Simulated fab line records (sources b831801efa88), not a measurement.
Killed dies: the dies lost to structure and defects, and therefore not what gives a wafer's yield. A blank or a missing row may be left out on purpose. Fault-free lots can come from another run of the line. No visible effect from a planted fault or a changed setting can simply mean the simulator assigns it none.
A single fault, viewed from 2 desks	flow gf180mcu	numbers are kept per desk, each desk with only its own; the story behind them comes last

AT THE METROLOGY DESK
What the gauges read for every lot (on any tool): the sampled wafers with a number, averaged. If a lot's mean is further than 4 standard deviations from the usual mean, the lot is out of limits and carries the mark OUT (the distance appears in the brackets).
Columns: A = V3_OVL at GF_V3_OVL_MEAS_15, usual -4 nm; B = cd-nm at GF_M4_CD_MEAS_14, usual 279.9 nm
lot	first seen here	A	B
L181	day 22 11:41	6	278.1
L186	day 24 16:07	-8	279.4
L187	day 25 12:32	-4	281.1
L188	day 25 13:27	-2	279.1
L189	day 25 14:10	0	279.7
L191	day 26 12:24	-7	281.7
L192	day 26 14:22	-2	281.2
L194	day 27 01:38	-6	285.6 (+4.7) OUT
L195	day 27 11:55	-13	280.6
L201	day 29 02:20	-1	280.8
L203	day 29 17:12	-7	279.5
L204	day 29 19:30	-2	278.2
This desk finds L194 out of limits, L194 being first, at day 27 22:54 (cd-nm at GF_M4_CD_MEAS_14). L181, L186, L187, L188, L189, L191, L192, L195, L201, L203, L204: within limits.

AT THE TOOL OWNER'S DESK: litho-track-01
The tool's own readings at GF_M4_PEB_12 (peb time 90 s): means of the sampled wafers that have a number, for each lot that ran on this tool. If a lot's mean is further than 4 standard deviations from the usual mean, the lot is out of limits and carries the mark OUT (the distance appears in the brackets).
Columns: A = chill-plate-temp-C at GF_M4_PEB_12, usual 23.00 C; B = heater-power-total-W at GF_M4_PEB_12, usual 85.71 W
lot	first seen here	A	B
L181	day 23 11:49	23.11	85.63
L188	day 26 11:24	23.21	85.80
L189	day 26 12:43	23.00	85.72
L191	day 27 10:05	22.97	88.57 (+37) OUT
L192	day 27 12:18	23.03	88.49 (+36) OUT
L194	day 27 22:33	22.96	91.49 (+75) OUT
This desk finds L191, L192, L194 out of limits, L191 being first, at day 27 10:05 (heater-power-total-W at GF_M4_PEB_12). L181, L188, L189: within limits.

ALL TOGETHER
The tool owner's desk had the chance to raise an alarm at day 27 10:05 on L191, L192, L194.
L194 would have let the metrology desk raise an alarm at day 27 22:54.
The metrology desk has L191, L192 on record, within its limits.
GF_M4_PEB_12 was run on litho-track-01 by each of the lots named.

WHAT HAD BEEN PUT IN BY THE SIMULATOR
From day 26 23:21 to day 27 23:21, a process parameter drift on litho-track-01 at GF_M4_PEB_12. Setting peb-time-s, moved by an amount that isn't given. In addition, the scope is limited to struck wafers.
Struck lots among those shown: L191, L192, L194.
Delay (hours) between the fault's onset and each desk's first out-of-limits reading: 11 at the tool owner's desk, 24 at the metrology desk.
